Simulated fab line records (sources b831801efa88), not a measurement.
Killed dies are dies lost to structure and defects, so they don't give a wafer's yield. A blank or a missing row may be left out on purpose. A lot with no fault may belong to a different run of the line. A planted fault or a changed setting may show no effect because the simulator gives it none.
Problem report, 8D (eight disciplines) form, completed by code | flow gf180mcu | the parts of the form that need people (team, actions taken, sign-off) are left out

== 1. WHAT WENT WRONG ==
V2_CVD_02_THK at GF_V2_THK_MEAS_03 reads a mean of 783 nm on 4 wafers of 2 lots; wafers without a fault read 851 nm with a standard deviation of 12. That is -5.7 standard deviations from the usual mean.
First observed at day 22 13:11: wafer L812.5, on film metro-02. The record holds 34 wafers of 12 lots with a number at this step. Rule for "out" (also "out of limits"): further than 4 standard deviations from the usual mean. The rest of the wafers with a number are treated as sound.

== 2. WHAT IT IS; WHAT IT IS NOT ==
question                    | is                     | is not
which readings at this step | V2_CVD_02_THK          | -
which lots                  | L812, L815             | L803, L804, L806, L807, L818, L822, L823, L824, L825, L826
which wafers of those lots  | all that have a number | -
read on which gauges        | film metro-02          | film metro-01, film metro-03
when                        | from day 22 13:11      | up to then (12 sound wafers); but 18 sound wafers of L818, L822, L823, L824, L825, L826 came after

== 3. THE SUSPECTS, EACH WITH WHAT RULES IT OUT ==
Counting: a tool at a process step up to the reading stays a suspect if it ran every lot that is out and no sound lot after the first of them.
- the gauge at GF_V2_THK_MEAS_03: ruled out. All the wafers that are out were read on film metro-02, but those of them that GF_V2_CMP_04 has rows for are out there too, on other tools.
- pecvd-04 at GF_V2_CVD_02 (deposits SiO2 from TEOS, target thk 850 nm, time 94.851 s): ruled out as a lasting fault. After its first lot that is out, L812 (day 22 13:07), sound lots L825, L826 ran on it.
Left after counting: nothing in the record.

== 4. THE CAUSE (what the simulator had put in) ==
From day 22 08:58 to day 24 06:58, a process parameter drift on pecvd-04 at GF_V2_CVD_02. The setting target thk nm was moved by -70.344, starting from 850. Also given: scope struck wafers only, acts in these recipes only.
Counting ruled it out, wrongly: the rule takes a fault to strike every lot that its tool runs from its start on, and this one did not.

== 5. THE CHAIN OF EFFECTS, in route order ==
Rows list readings where the struck wafers' mean (over those with a number) sits beyond 3 standard deviations from the usual. Only readings for which the record gives a usual standard deviation are gone through. hours: the time from each lot's start at the first step in this table that gives one to its start at this step, as a median over the lots. sigmas: the change in usual standard deviations.
hours | step              | reading            | usual  | on struck wafers | change | sigmas
0     | GF_V2_THK_MEAS_03 | V2_CVD_02_THK      | 851 nm | 783              | -68    | -5.7
6     | GF_V2_CMP_04      | time to endpoint s | 80 s   | 51               | -29    | -5.3
Its process steps:
- GF_V2_CMP_04: polishes SiO2.
Later measuring or inspecting steps at which every struck wafer that the step has a row for has a number for every such reading, and none has moved that far: GF_V2_OVL_MEAS_15.

== 6. HOW IT WOULD HAVE BEEN CAUGHT EARLIER ==
In this record the first reading out of limits at a measuring or inspecting step was taken at day 22 13:11, 4 hours after the fault began at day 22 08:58.
No tool reading at GF_V2_CVD_02 that has a usual standard deviation in the record was out on any struck wafer, so an alarm limit of 4 standard deviations on those readings would not have fired.
